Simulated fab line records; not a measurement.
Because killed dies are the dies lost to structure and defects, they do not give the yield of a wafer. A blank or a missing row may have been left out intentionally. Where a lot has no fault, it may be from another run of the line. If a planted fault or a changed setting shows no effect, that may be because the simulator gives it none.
fab line records	flow sky130
[record] lots = 6	wafers = 18	last_day = 49
route steps=708 shown SONOS_TUNNEL@156 SONOS_ONO@168 PAD_OPEN@708
lots that met no fault: taken from a fault-free run of the same line
start_h: hours from the record's opening day to when the first of the lot's shown wafers began	wait_h: how many hours have passed since the lot's step before this one	" the same as in the row above	L1.1+2: one row covering several wafers at once	- either no value or no given start	* or withheld: withheld	< > ~ a bound
route shown NAME@n: a module of which the file shows steps, and the number in the route of the first	usual: average and standard deviation across the fault-free wafers	same: alike in all rows	chamber/n: place in a boat	sites: per-site readings	_std_site: how widely they spread, as a standard deviation	_edge_site: mean of outer sites minus mean of inner sites	radius_mm: for every site, how far away it sits from the centre of the wafer	mask NAME#n: copy n	behind: the most recent tool/chamber to have shaped the wafer	hold: what put the lot on hold/how long, in hours/how the hold closed	device: which transistor (n, p or np) failed to switch	end of line: tests run on the same wafers once the route is complete	a step without rows: its recipe alone	killed: not the wafer's yield, but the dies lost to structure and defects at the first sort	map: a wafer's dies, marking killed ones x, the rest . and places with no die _
set.NAME: the run value of the setting; set.NAME@STEP: its run value at that earlier step	model.NAME: the simulator's own value behind a step, which no gauge read
lots seen at some steps along the route; tables by step, rows by wafer
services: when a tool's chamber went out of use (start_h, in hours from the record's first day, below 0 if earlier), for how many hours, and the reason
[[steps]]
[step SKY_SONOS_TUNNEL_COAT_02]
[recipe] resist = NOVOLAK	spin_rpm = 3000	resist_thk_nm = 1140
[step SKY_SONOS_TUNNEL_SOFTBAKE_03]
[recipe] temp_c = 90	time_s = 60	resist = NOVOLAK
[step SKY_SONOS_TUNNEL_EXPOSE_04]
[recipe] mask_id = TUNM	na = 0.6	source_shape = conventional	sigma_outer = 0.6	polarization = unpolarized	target_cd_nm = 410	dose_mj = 136
[step SKY_SONOS_TUNNEL_PEB_05]
[recipe] temp_c = withheld	time_s = *	resist = NOVOLAK
[step SKY_SONOS_TUNNEL_DEVELOP_06]
[recipe] resist = NOVOLAK	developer = TMAH	develop_time_s = 60	dev_temp_c = 23
[step SKY_SONOS_TUNNEL_CD_MEAS_07]
[recipe] target_cd_nm = 410
[usual] cd_nm = 410.9/2.2
lot.wafer	tool	chamber	start_h	wait_h	cd_nm
L470.1	cd_sem-02	-	317.29	0.1	408.5
L470.2	"	-	"	"	408.0
L470.5	"	-	"	"	405.3
L473.1	cd_sem-01	-	346.93	0.1	410.0
L473.4	"	-	"	"	411.9
L473.5	"	-	"	"	411.8
L476.2	cd_sem-01	-	372.96	0.1	407.0
L476.3	"	-	"	"	407.7
L476.5	"	-	"	"	408.0
L477.2	cd_sem-02	-	377.68	0.1	408.9
L477.4	"	-	"	"	410.6
L477.5	"	-	"	"	409.6
L478.2	cd_sem-02	-	390.31	0.1	413.6
L478.5	"	-	"	"	412.2
L478.6	"	-	"	"	410.6
L479.3	cd_sem-01	-	394.55	0.1	412.8
L479.4	"	-	"	"	411.3
L479.5	"	-	"	"	411.6
[step SKY_SONOS_TUNNEL_OVL_MEAS_08]
[usual] SONOS_TUNNEL_OVL = -0.3/1.5
lot.wafer	tool	chamber	start_h	wait_h	SONOS_TUNNEL_OVL[nm]
L470.1	overlay-02	-	317.41	0.1	-0.1
L470.2	"	-	"	"	-0.3
L470.5	"	-	"	"	-0.2
L473.1	overlay-02	-	347.05	0.1	-2.1
L473.4	"	-	"	"	-2.3
L473.5	"	-	"	"	-2.9
L476.2	overlay-02	-	373.06	0.1	-1.9
L476.3	"	-	"	"	-0.8
L476.5	"	-	"	"	-1.5
L477.2	overlay-01	-	377.79	0.1	-1.3
L477.4	"	-	"	"	-2.6
L477.5	"	-	"	"	-1.9
L478.2	overlay-01	-	390.41	0.1	-2.3
L478.5	"	-	"	"	-2.4
L478.6	"	-	"	"	-2.2
L479.3	overlay-02	-	394.64	0.1	-2.5
L479.4	"	-	"	"	-1.9
L479.5	"	-	"	"	-3.1
[step SKY_SONOS_TUNNEL_IMPLANT_09]
[recipe] species = B	energy_kev = 20	dose_cm2 = 1e+12	tilt_deg = withheld
[step SKY_SONOS_TUNNEL_WET_ETCH_10]
[recipe] chemistry = dHF	target_depth_nm = 14	target = SiO2	dilution = 100:1	temp_c = 25	time_s = 280
[step SKY_SONOS_TUNNEL_STRIP_11]
[recipe] chemistry = SPM	time_s = 600	temp_c = 130
[step SKY_SONOS_TUNNEL_TW_MEAS_12]
[usual] SONOS_TUNNEL_TW = 196.3/1.1
lot.wafer	tool	chamber	start_h	wait_h	SONOS_TUNNEL_TW
L470.1	film_metro-01	-	317.86	0.0	198.0
L470.2	"	-	"	"	197.9
L470.5	"	-	"	"	197.6
L473.1	film_metro-01	-	347.52	0.0	197.3
L473.4	"	-	"	"	195.5
L473.5	"	-	"	"	195.9
L476.2	film_metro-02	-	373.54	0.0	194.2
L476.3	"	-	"	"	194.0
L476.5	"	-	"	"	194.1
L477.2	film_metro-01	-	378.24	0.0	194.7
L477.4	"	-	"	"	195.7
L477.5	"	-	"	"	195.7
L478.2	film_metro-03	-	390.88	0.0	197.3
L478.5	"	-	"	"	196.6
L478.6	"	-	"	"	196.4
L479.3	film_metro-03	-	395.11	0.0	198.0
L479.4	"	-	"	"	196.4
L479.5	"	-	"	"	198.0
[step SKY_SONOS_TUNNEL_CLEAN_13]
[recipe] chemistry = dHF	time_s = 20	dilution = 100:1	dry = ipa_marangoni
[step SKY_SONOS_ONO_OXIDATION_00]
[recipe] temp_c = 800	ambient = O2	idle_temp_c = 700	ramp_up_c_per_min = 10	ramp_down_c_per_min = 3	stabilise_s = 600	purge_s = 300	target_thk_a = 26	ox_time_s = 1249
[usual] spike_tc_bottom_C = 819.7/1	spike_tc_centre_C = 800.0/1.1	spike_tc_lower_C = 799.5/0.96	spike_tc_top_C = 814/4.7	spike_tc_upper_C = 799.8/0.95	tube_center_temp_C = 800/0.071	tube_center_temp_C_max = 802.0/0.32	zone_power_top_pct = 30.5/0.45
[same] stabilise_s = 600
lot.wafer	tool	chamber	start_h	wait_h	spike_tc_bottom_C	spike_tc_centre_C	spike_tc_lower_C	spike_tc_top_C	spike_tc_upper_C	tube_center_temp_C	tube_center_temp_C_max	zone_power_top_pct	model.SiO2_of_SONOS_ONO_OXIDATION_00.thk_nm
L470.1	furnace-02	0	317.93	0.0	819.9	800.0	800.1	819	799.4	800	801.7	30.9	2.658
L470.2	"	0	"	"	819.2	801.0	799.8	818	798.3	799.87	801.9	30.7	2.656
L470.5	"	0	"	"	820.2	799.3	798.5	818	801.0	799.89	801.5	31.0	2.64
L473.1	furnace-01	0	348.67	1.1	820.9	798.8	797.9	809	799.9	800.02	802.1	30.6	2.59
L473.4	"	0	"	"	818.6	798.9	799.9	807	799.8	799.95	801.9	30.3	2.617
L473.5	"	0	"	"	818.4	800.4	800.1	808	800.0	800.04	802.0	30.3	2.594
L476.2	furnace-01	0	375.84	2.2	796.2	774.2	776.6	785	776.8	775.95	778.1	29.0	1.815
L476.3	"	0	"	"	795.7	774.8	777.0	785	775.6	776.12	778.5	28.9	1.85
L476.5	"	0	"	"	794.8	775.2	774.4	789	775.4	775.91	777.9	28.7	1.861
L477.2	furnace-02	0	379.42	1.1	819.2	801.2	800.4	820	799.2	800.01	802.1	30.2	2.536
L477.4	"	0	"	"	818.0	800.2	799.7	819	801.6	800.03	801.9	30.5	2.553
L477.5	"	0	"	"	820.2	800.2	801.6	818	800.1	800.09	801.8	30.6	2.545
L478.2	furnace-01	0	392.76	1.8	796.0	776.2	776.6	784	774.8	775.84	778.0	28.8	1.889
L478.5	"	0	"	"	796.3	774.2	776.9	786	776.2	775.99	778.4	29.2	1.79
L478.6	"	0	"	"	795.8	776.6	775.8	788	774.8	776.11	778.0	29.0	1.879
L479.3	furnace-02	0	396.11	0.9	819.5	801.7	801.3	818	798.1	799.79	802.2	31.1	2.666
L479.4	"	0	"	"	818.8	800.9	800.1	817	799.8	800.16	802.3	30.6	2.632
L479.5	"	0	"	"	817.6	800.6	798.7	817	799.7	800.16	801.8	31.1	2.618
[step SKY_SONOS_ONO_THK_MEAS_01]
[recipe] reads = SiO2_of_SONOS_ONO_OXIDATION_00
[usual] SONOS_ONO_OXIDATION_THK = 2.60/0.058
lot.wafer	tool	chamber	start_h	wait_h	SONOS_ONO_OXIDATION_THK[nm]
L470.1	film_metro-03	-	319.28	0.0	2.68
L470.2	"	-	"	"	2.67
L470.5	"	-	"	"	2.62
L473.1	film_metro-04	-	350.02	0.0	2.57
L473.4	"	-	"	"	2.69
L473.5	"	-	"	"	2.60
L476.2	film_metro-04	-	377.19	0.0	1.80
L476.3	"	-	"	"	1.89
L476.5	"	-	"	"	1.84
L477.2	film_metro-04	-	380.78	0.0	2.54
L477.4	"	-	"	"	2.57
L477.5	"	-	"	"	2.49
L478.2	film_metro-03	-	394.12	0.0	1.86
L478.5	"	-	"	"	1.76
L478.6	"	-	"	"	1.90
L479.3	film_metro-02	-	397.48	0.0	2.61
L479.4	"	-	"	"	2.61
L479.5	"	-	"	"	2.64
[step SKY_SONOS_ONO_CVD_02]
[recipe] material = Si3N4	precursor = DCS/NH3	target_thk_nm = 10.5	temp_c = 770	time_s = 180	pressure_mtorr = 250
[step SKY_PAD_OPEN_PROBE_99]
[usual] killed_at_M0_to_M3 = 43/7.2	killed_at_M4_up = 3.0/1.7	killed_at_contacts = 24/5.3	killed_at_front_end = 15/4.6	killed_at_other = 0.3/0.5	killed_dies = 85/10	killed_open = 46/7.2	killed_short = 39/6.4
[same] gross_dies = 492	killed_at_back_side = 0
lot.wafer	tool	chamber	start_h	wait_h	killed_at_M0_to_M3	killed_at_M4_up	killed_at_contacts	killed_at_front_end	killed_at_other	killed_dies	killed_open	killed_short	model.etest.sonos_erased.drive_ua_um	model.etest.sonos_uncharged.r_on_ohm_um	model.etest.cap_ono.gate_log10_a_cm2	model.etest.cap_ono.gate_bv_v	model.etest.cap_ono.tox_acc_nm	model.etest.pfet_g5v0d10v5.off_log10_a_um	model.etest.sonos_erased.vt_v	model.etest.sonos_baked.vt_less_v
L470.1	prober-01	-	1127.96	0.1	45	1	27	15	1	89	50	39	159.5	825.5	-8.276	16.52	13.13	-12.84	-2.139	-0.4029
L470.2	prober-01	-	1128.01	0.1	44	6	31	15	0	96	59	37	178.9	826.9	-8.208	16.43	13.16	-12.65	-2.161	-0.3844
L470.5	prober-01	-	1128.16	0.2	39	2	23	16	0	80	49	31	131.3	818.1	-8.479	17.38	13.31	-12.63	-2.039	-0.3885
L473.1	prober-02	-	1147.21	0.1	38	1	27	15	0	81	43	38	196.4	811.8	-7.902	16.51	12.77	-12.43	-2.309	-0.5308
L473.4	prober-02	-	1147.36	0.2	42	5	30	11	0	88	57	31	232.1	820.6	-7.95	16.36	12.82	-12.33	-2.315	-0.4833
L473.5	prober-02	-	1147.41	0.2	47	1	33	17	1	99	55	44	166.2	824.3	-7.863	16.36	12.77	-12.43	-2.259	-0.4884
L476.2	prober-01	-	1167.68	0.1	39	2	9	10	0	60	40	20	241.1	775.5	-6.677	14.95	11.91	-12.29	-2.679	-0.8245
L476.3	prober-01	-	1167.73	0.2	38	3	22	21	1	85	45	40	228.7	786.1	-6.751	15.74	11.98	-11.74	-2.653	-0.8025
L476.5	prober-01	-	1167.83	0.2	40	1	19	18	1	79	47	32	246.8	792.1	-6.85	15.71	12.04	-11.89	-2.655	-0.813
L477.2	prober-02	-	1169.63	0.1	42	4	22	16	0	84	40	44	235.9	799.2	-7.609	15.93	12.62	-12.15	-2.44	-0.4967
L477.4	prober-02	-	1169.73	0.2	49	2	23	8	0	82	52	30	201.7	795.3	-7.599	15.84	12.59	-12.18	-2.39	-0.5457
L477.5	prober-02	-	1169.78	0.2	49	2	26	10	1	88	53	35	207.2	784.6	-7.643	15.94	12.66	-12.39	-2.386	-0.5104
L478.2	prober-01	-	1176.56	0.1	45	1	28	12	1	87	46	41	239.4	794.3	-6.723	15.11	11.92	-12.24	-2.666	-0.8233
L478.5	prober-01	-	1176.71	0.2	51	4	27	11	0	93	53	40	198.3	791.6	-6.827	15.25	12.03	-12.27	-2.618	-0.8277
L478.6	prober-01	-	1176.76	0.2	31	4	35	10	0	80	47	33	259.9	803.1	-6.968	15.56	12.13	-12.22	-2.643	-0.7853
L479.3	prober-02	-	1179.33	0.2	48	3	26	13	0	90	43	47	191.4	822.3	-7.857	16.49	12.83	-12.41	-2.275	-0.4782
L479.4	prober-02	-	1179.38	0.2	53	5	32	12	0	102	55	47	168.4	827.9	-7.934	16.32	12.84	-11.95	-2.256	-0.4747
L479.5	prober-02	-	1179.43	0.2	40	6	28	10	0	84	46	38	207	796.3	-7.766	16.23	12.77	-12.16	-2.341	-0.4875
// killed by level:class
L470.1 CONTACT:geometric_particle:open=9 VIA1:geometric_particle:open=9 VIA2:geometric_particle:open=9 LI_CONTACT:geometric_particle:open=8 METAL2:geometric_particle:short=7 CONTACT:geometric_particle:short=5 VIA1:geometric_particle:short=5 POLY_GATE:geometric_particle:short=4
L470.2 VIA1:geometric_particle:open=12 LI_CONTACT:geometric_particle:open=12 CONTACT:geometric_particle:open=10 METAL1:geometric_particle:short=7 VIA2:geometric_particle:open=7 METAL4:geometric_particle:short=5 FIELD_ISO:geometric_particle:open=4 POLY_GATE:geometric_particle:open=4
L470.5 CONTACT:geometric_particle:open=10 VIA1:geometric_particle:open=9 VIA1:geometric_particle:short=8 LI_CONTACT:geometric_particle:open=7 VIA3:geometric_particle:open=5 FIELD_ISO:geometric_particle:open=4 METAL1:geometric_particle:short=4 VIA2:geometric_particle:open=4
L473.1 CONTACT:geometric_particle:open=15 METAL1:geometric_particle:short=8 VIA1:geometric_particle:open=7 POLY_GATE:geometric_particle:short=6 VIA3:geometric_particle:open=5 CONTACT:geometric_particle:short=5 METAL2:geometric_particle:open=4 VIA2:geometric_particle:short=4
L473.4 CONTACT:geometric_particle:open=14 VIA1:geometric_particle:open=12 LI_CONTACT:geometric_particle:open=8 VIA3:geometric_particle:open=8 VIA1:geometric_particle:short=6 POLY_GATE:geometric_particle:open=4 VIA2:geometric_particle:open=4 METAL2:geometric_particle:short=4
L473.5 CONTACT:geometric_particle:open=13 VIA1:geometric_particle:open=10 CONTACT:geometric_particle:short=8 VIA2:geometric_particle:open=7 LI_CONTACT:geometric_particle:open=6 VIA2:geometric_particle:short=6 LOCAL_INTERCONNECT:geometric_particle:short=5 FIELD_ISO:geometric_particle:open=4
L476.2 VIA1:geometric_particle:open=14 VIA2:geometric_particle:open=7 VIA1:geometric_particle:short=7 FIELD_ISO:geometric_particle:open=4 VIA3:geometric_particle:open=4 LI_CONTACT:geometric_particle:open=3 SPACER:geometric_particle:open=2 CONTACT:geometric_particle:open=2
L476.3 LI_CONTACT:geometric_particle:open=9 VIA1:geometric_particle:open=8 METAL1:geometric_particle:short=7 FIELD_ISO:geometric_particle:open=6 FIELD_ISO:geometric_particle:short=6 LOCAL_INTERCONNECT:geometric_particle:short=5 CONTACT:geometric_particle:open=5 METAL2:geometric_particle:short=5
L476.5 VIA1:geometric_particle:open=8 FIELD_ISO:geometric_particle:open=7 VIA3:geometric_particle:open=7 VIA2:geometric_particle:open=6 LI_CONTACT:geometric_particle:open=5 VIA1:geometric_particle:short=5 CONTACT:geometric_particle:open=4 METAL1:geometric_particle:short=4
L477.2 VIA1:geometric_particle:open=10 CONTACT:geometric_particle:open=8 METAL1:geometric_particle:short=7 LOCAL_INTERCONNECT:geometric_particle:short=6 METAL2:geometric_particle:short=6 VIA2:geometric_particle:open=6 FIELD_ISO:geometric_particle:short=4 LI_CONTACT:geometric_particle:open=4
L477.4 VIA1:geometric_particle:open=15 VIA2:geometric_particle:open=9 LI_CONTACT:geometric_particle:open=8 CONTACT:geometric_particle:open=7 CONTACT:geometric_particle:short=5 VIA1:geometric_particle:short=5 METAL2:geometric_particle:short=5 POLY_GATE:geometric_particle:short=3
L477.5 LI_CONTACT:geometric_particle:open=12 VIA1:geometric_particle:open=11 VIA3:geometric_particle:open=10 CONTACT:geometric_particle:open=8 VIA1:geometric_particle:short=8 METAL1:geometric_particle:short=4 METAL2:geometric_particle:short=4 FIELD_ISO:geometric_particle:open=3
L478.2 CONTACT:geometric_particle:open=9 VIA1:geometric_particle:open=8 VIA3:geometric_particle:open=7 LI_CONTACT:geometric_particle:open=5 LOCAL_INTERCONNECT:geometric_particle:short=5 METAL1:geometric_particle:short=5 METAL2:geometric_particle:short=5 CONTACT:geometric_particle:short=4
L478.5 CONTACT:geometric_particle:open=12 VIA1:geometric_particle:open=11 METAL2:geometric_particle:short=10 VIA3:geometric_particle:open=7 VIA2:geometric_particle:open=6 LI_CONTACT:geometric_particle:open=5 LI_CONTACT:geometric_particle:short=4 VIA1:geometric_particle:short=4
L478.6 CONTACT:geometric_particle:open=13 LI_CONTACT:geometric_particle:open=7 VIA2:geometric_particle:open=7 VIA3:geometric_particle:open=7 VIA1:geometric_particle:open=6 CONTACT:geometric_particle:short=6 LOCAL_INTERCONNECT:geometric_particle:short=5 POLY_GATE:geometric_particle:open=4
L479.3 CONTACT:geometric_particle:open=12 VIA1:geometric_particle:open=11 FIELD_ISO:geometric_particle:short=7 CONTACT:geometric_particle:short=7 METAL3:geometric_particle:short=7 VIA2:geometric_particle:open=6 METAL2:geometric_particle:short=6 VIA3:geometric_particle:open=6
L479.4 METAL2:geometric_particle:short=12 LI_CONTACT:geometric_particle:open=11 VIA1:geometric_particle:open=11 VIA2:geometric_particle:open=7 CONTACT:geometric_particle:short=7 CONTACT:geometric_particle:open=7 VIA3:geometric_particle:open=7 VIA1:geometric_particle:short=5
L479.5 VIA1:geometric_particle:open=11 LI_CONTACT:geometric_particle:open=9 LOCAL_INTERCONNECT:geometric_particle:short=8 CONTACT:geometric_particle:open=8 VIA3:geometric_particle:open=7 METAL2:geometric_particle:short=5 METAL1:geometric_particle:short=5 VIA3:geometric_particle:short=4
[[services]]
tool	chamber	start_h	hours	kind
furnace-02	-	374.06	4.1	pm
[[key]]
[first_sign] step = SKY_SONOS_ONO_OXIDATION_00	reading = tube_center_temp_C	direction = down	sigmas = 99+	usual = *	struck = *
[effect] step = SKY_SONOS_ONO_OXIDATION_00	reading = tube_center_temp_C_max	direction = down	sigmas = 74	usual = *	struck = *
[effect] step = SKY_SONOS_ONO_THK_MEAS_01	reading = SONOS_ONO_OXIDATION_THK	direction = down	sigmas = 13	usual = 2.60	struck = 1.84
[model_effect] step = SKY_SONOS_ONO_OXIDATION_00	value = SiO2_of_SONOS_ONO_OXIDATION_00.thk_nm	without = 2.63	struck = 1.847
[model_effect] step = SKY_PAD_OPEN_PROBE_99	value = etest.sonos_erased.drive_ua_um	without = 190.1	struck = 235.7
met_at SKY_SONOS_ONO_OXIDATION_00
struck_wafers L476.2,L476.3,L476.5,L478.2,L478.5,L478.6
tester_left_out L476,L478
onset_between 348.67 375.84
[fault] kind = process_parameter_drift	tool = furnace-01	chamber = -	onset_h = 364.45	steps = SKY_SONOS_ONO_OXIDATION_00	channel = temp_c	offset = *	shape = step	end_h = 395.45	acts_in = *	stated = *
// tester_left_out: of these lots the tester's yield and bins aren't shown, on N5 and GAA mostly nor the transistor test; their killed dies are dies lost to structure and defects alone, not to doping, threshold or leakage, so they don't give the yield
